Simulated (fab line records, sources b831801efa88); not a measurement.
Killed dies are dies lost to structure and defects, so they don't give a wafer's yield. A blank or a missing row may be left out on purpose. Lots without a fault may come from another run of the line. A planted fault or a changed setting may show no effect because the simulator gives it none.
Which tool did it? | flow gf180mcu | 10 lots, 30 wafers sampled, at 5 steps of a route of 602

WHAT THE GAUGES READ, wafer by wafer
GF_V5_RS_MEAS_24: measures by four-point-probe.
lot  | measured     | on            | V5_W_RS (ohm/sq)
L135 | day 27 21:11 | film_metro-04 | 0.326 0.326 0.324
L136 | day 28 06:29 | film_metro-02 | 0.325 0.325 0.322
L137 | day 28 13:45 | film_metro-02 | 0.334 0.334 0.336
L145 | day 30 23:10 | film_metro-03 | 0.325 0.327 0.330
L146 | day 31 08:29 | film_metro-03 | 0.325 0.425 0.325
L148 | day 31 19:00 | film_metro-04 | 0.427 0.428 0.325
L150 | day 32 03:53 | film_metro-02 | 0.329 0.329 0.330
L151 | day 32 17:31 | film_metro-02 | 0.328 0.336 0.331
L154 | day 33 14:56 | film_metro-02 | 0.329 0.329 0.331
L155 | day 33 15:55 | film_metro-02 | 0.332 0.329 0.328

GF_V5_THK_MEAS_25: measures by xrf.
lot  | measured     | on            | V5_W_THK (nm)
L135 | day 27 21:18 | film_metro-04 | 353 356 356
L136 | day 28 06:36 | film_metro-02 | 356 358 360
L137 | day 28 13:52 | film_metro-02 | 346 349 344
L145 | day 30 23:17 | film_metro-03 | 369 365 362
L146 | day 31 08:35 | film_metro-03 | 368 281 369
L148 | day 31 19:07 | film_metro-04 | 274 274 363
L150 | day 32 04:00 | film_metro-02 | 354 355 354
L151 | day 32 17:37 | film_metro-02 | 355 349 351
L154 | day 33 15:02 | film_metro-02 | 357 352 353
L155 | day 33 16:02 | film_metro-02 | 351 355 355

WHICH TOOL RAN EACH LOT (tool, then ch and the chambers of the sampled wafers, then the start)
lot  | GF_MIM_CVD_05                   | GF_V5_ETCH_16                      | GF_V5_CVD_23
L135 | pecvd-04 ch 0,1,2, day 25 03:55 | rie_diel-01 ch 1,2, day 27 20:16   | cvd_w-01 ch 0,1, day 27 21:04
L136 | pecvd-04 ch 1,2, day 25 14:58   | rie_diel-01 ch 1,2, day 28 05:34   | cvd_w-01 ch 0,1, day 28 06:21
L137 | pecvd-02 ch 0,1,2, day 25 23:13 | rie_diel-01 ch 0,2, day 28 12:50   | cvd_w-02 ch 0,1, day 28 13:37
L145 | pecvd-01 ch 0,1,2, day 28 13:07 | rie_diel-04 ch 0,2,3, day 30 22:13 | cvd_w-01 ch 0,1, day 30 23:02
L146 | pecvd-04 ch 0,1, day 28 22:32   | rie_diel-03 ch 0,1,2, day 31 07:32 | cvd_w-01 ch 0,1, day 31 08:22
L148 | pecvd-01 ch 0,1,2, day 29 11:02 | rie_diel-03 ch 2,3, day 31 18:05   | cvd_w-01 ch 0,1, day 31 18:52
L150 | pecvd-04 ch 0,2, day 29 20:09   | rie_diel-04 ch 1,2,3, day 32 02:58 | cvd_w-02 ch 0,1, day 32 03:46
L151 | pecvd-04 ch 0,1, day 30 10:41   | rie_diel-03 ch 0,1, day 32 16:34   | cvd_w-02 ch 0,1, day 32 17:24
L154 | pecvd-02 ch 0,1,2, day 31 10:14 | rie_diel-04 ch 1,2,3, day 33 13:40 | cvd_w-02 ch 0,1, day 33 14:48
L155 | pecvd-04 ch 1,2, day 31 11:55   | rie_diel-01 ch 1,2, day 33 14:56   | cvd_w-02 ch 0,1, day 33 15:49
- GF_MIM_CVD_05: deposits Si3N4, target thk 42 nm, time 29.086 s.
- GF_V5_ETCH_16: etches BARC in N2/H2.
- GF_V5_CVD_23: deposits W, target thk 350 nm, time 104.9 s.

WHAT THE TOOLS THEMSELVES READ (means of the sampled wafers that have a number; where no wafer has one, the mark that the record gives instead)
GF_MIM_CVD_05.
lot  | tool     | heater_power_w (W)
L135 | pecvd-04 | 615
L136 | pecvd-04 | 621
L137 | pecvd-02 | 657
L145 | pecvd-01 | 577
L146 | pecvd-04 | 647
L148 | pecvd-01 | 569
L150 | pecvd-04 | 665
L151 | pecvd-04 | 630
L154 | pecvd-02 | 659
L155 | pecvd-04 | 640

GF_V5_ETCH_16.
lot  | tool        | drypump_motor_current_A (A) | h2_flow_sccm (sccm) | oes_product_au (a.u.) | throttle_valve_pct (%)
L135 | rie_diel-01 | 5.7                         | 199.7               | 0.856                 | 13.221
L136 | rie_diel-01 | 5.7                         | 200.2               | 0.855                 | 13.218
L137 | rie_diel-01 | 5.8                         | 200.4               | 0.857                 | 13.221
L145 | rie_diel-04 | 5.9                         | 200.7               | 0.855                 | 13.219
L146 | rie_diel-03 | 5.3                         | 199.6               | 0.854                 | 13.215
L148 | rie_diel-03 | 5.2                         | 199.6               | 0.859                 | 13.224
L150 | rie_diel-04 | 6.0                         | 200.0               | 0.856                 | 13.224
L151 | rie_diel-03 | 5.5                         | 200.4               | 0.851                 | 13.225
L154 | rie_diel-04 | 5.9                         | 200.1               | 0.857                 | 13.218
L155 | rie_diel-01 | 6.0                         | 199.9               | 0.849                 | 13.221

GF_V5_CVD_23.
lot  | tool     | chamber_pressure_Torr (Torr) | heater_power_w (W)
L135 | cvd_w-01 | 39.98                        | 759
L136 | cvd_w-01 | 39.99                        | 766
L137 | cvd_w-02 | 40.06                        | 901
L145 | cvd_w-01 | 40.02                        | 770
L146 | cvd_w-01 | 34.47                        | 809
L148 | cvd_w-01 | 29.04                        | 774
L150 | cvd_w-02 | 40.02                        | 894
L151 | cvd_w-02 | 40.09                        | 902
L154 | cvd_w-02 | 40.04                        | 901
L155 | cvd_w-02 | 40.05                        | 901

THE ANSWER, worked out from the rows above alone
Rule: what is usual is taken from the lots themselves. Put in order of their means at a reading, lots are off if they are a third of the lots or fewer, leave a main group of 4 or more, and stand apart from it by a gap of 3 or more times the standard deviation of the main group's means; of several such gaps the widest counts. A main group whose means are all the same, to the digits that the tables above print for the reading, isn't used. A lot without any number at a reading at which 4 lots or more have one is off too. The other lots that the step has rows for count as sound. The gauges are gone through in route order, then the tools' own readings, and for those a lot's mean is taken as printed above. The first step at which some lot is off is used, and at that step the reading that is off furthest; a lot without a number counts as furthest.
Off: L146, L148, at GF_V5_RS_MEAS_24 (V5_W_RS). The main group: mean 0.329 ohm/sq, standard deviation 0.0032.
A tool fits if, at a process step before that reading, it ran every lot that is off, and no sound lot after the first of them. The gauges at GF_V5_RS_MEAS_24 aren't tried: what is off there is off at GF_V5_CVD_23 too, on other tools, and a gauge's error can't cause that. One fits: cvd_w-01 at GF_V5_CVD_23. Its last sound lot is L145 (day 30 23:02), its first lot that is off L146 (day 31 08:22): a fault that began between those two fits.
The tool's own readings at GF_V5_CVD_23 bear it out: on the lots that are off they differ by more than 5 times the standard deviation of the sound lots' means. chamber_pressure_Torr reads 31.75 Torr there against 40.03 Torr on the sound lots.

WHAT THE SIMULATOR HAD PUT IN
Process parameter drift: cvd_w-01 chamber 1, from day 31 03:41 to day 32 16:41, at GF_V5_CVD_23. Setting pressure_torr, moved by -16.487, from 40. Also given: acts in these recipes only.
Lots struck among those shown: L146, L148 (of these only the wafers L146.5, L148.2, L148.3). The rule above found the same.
